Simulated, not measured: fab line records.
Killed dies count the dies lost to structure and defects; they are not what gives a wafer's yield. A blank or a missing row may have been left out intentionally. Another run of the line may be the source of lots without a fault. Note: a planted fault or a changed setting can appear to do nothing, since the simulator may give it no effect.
A single fault, viewed from 2 desks -- flow sky130 -- each desk has only its own numbers; what lay behind them comes last

== AT THE TOOL OWNER'S DESK: cvd-w-02 ==
The tool's own readings at SKY_VIA2_CVD_21 (deposits W, target thk 420 nm, time 126.4 s): means of the sampled wafers that have a number, for each lot that ran on this tool. Marked OUT: a lot whose mean sits more than 4 standard deviations from the usual mean, which makes it out of limits; the brackets give that distance.
Columns: A = heater-power-w at SKY_VIA2_CVD_21, usual 889 W
lot,first seen here,A
L785,day 37 07:02,906
L786,day 37 08:32,957
L792,day 39 08:30,982
L796,day 40 11:53,930
L797,day 40 23:31,931
This desk found nothing out of limits on any of the 5 lots.

== METROLOGY DESK ==
What the gauges read, lot by lot, whatever tool the lot ran on: means of the sampled wafers that have a number. Marked OUT: a lot whose mean sits more than 4 standard deviations from the usual mean, which makes it out of limits; the brackets give that distance.
Columns: A = VIA2_OVL at SKY_VIA2_OVL_MEAS_13, usual 1 nm; B = VIA2_W_RS at SKY_VIA2_RS_MEAS_22, usual 0.267 ohm/sq; C = VIA2_W_THK at SKY_VIA2_THK_MEAS_23, usual 433 nm
lot,first seen here,A,B,C
L785,day 37 06:10,0,0.267,430
L786,day 37 07:40,8,0.268,434
L787,day 37 14:49,6,0.269,428
L792,day 39 07:42,-1,0.267,433
L796,day 40 11:03,0,0.204 (-13) OUT,570 (+16) OUT
L797,day 40 22:43,4,0.203 (-13) OUT,566 (+16) OUT
L800,day 41 15:34,2,0.266,436
L802,day 41 23:42,-2,0.264,438
L804,day 43 03:21,10,0.261,444
L806,day 43 05:01,5,0.273,422
This desk finds L796, L797 out of limits, with the earliest case on L796 at day 40 12:01 (VIA2_W_RS at SKY_VIA2_RS_MEAS_22). In limits: L785, L786, L787, L792, L800, L802, L804, L806.

== TAKEN TOGETHER ==
L796, L797 would have let the metrology desk raise an alarm at day 40 12:01.
The tool owner's desk saw nothing out of limits.
The tool owner's desk has L796, L797 on record, within its limits.
On cvd-w-02, each named lot ran SKY_VIA2_CVD_21.

== WHAT THE SIMULATOR PUT IN ==
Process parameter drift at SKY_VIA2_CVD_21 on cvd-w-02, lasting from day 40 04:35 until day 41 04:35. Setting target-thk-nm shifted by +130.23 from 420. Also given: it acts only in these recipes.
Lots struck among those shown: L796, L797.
Time in hours between the start of the fault and the first out-of-limits reading at each desk: metrology desk, 7.
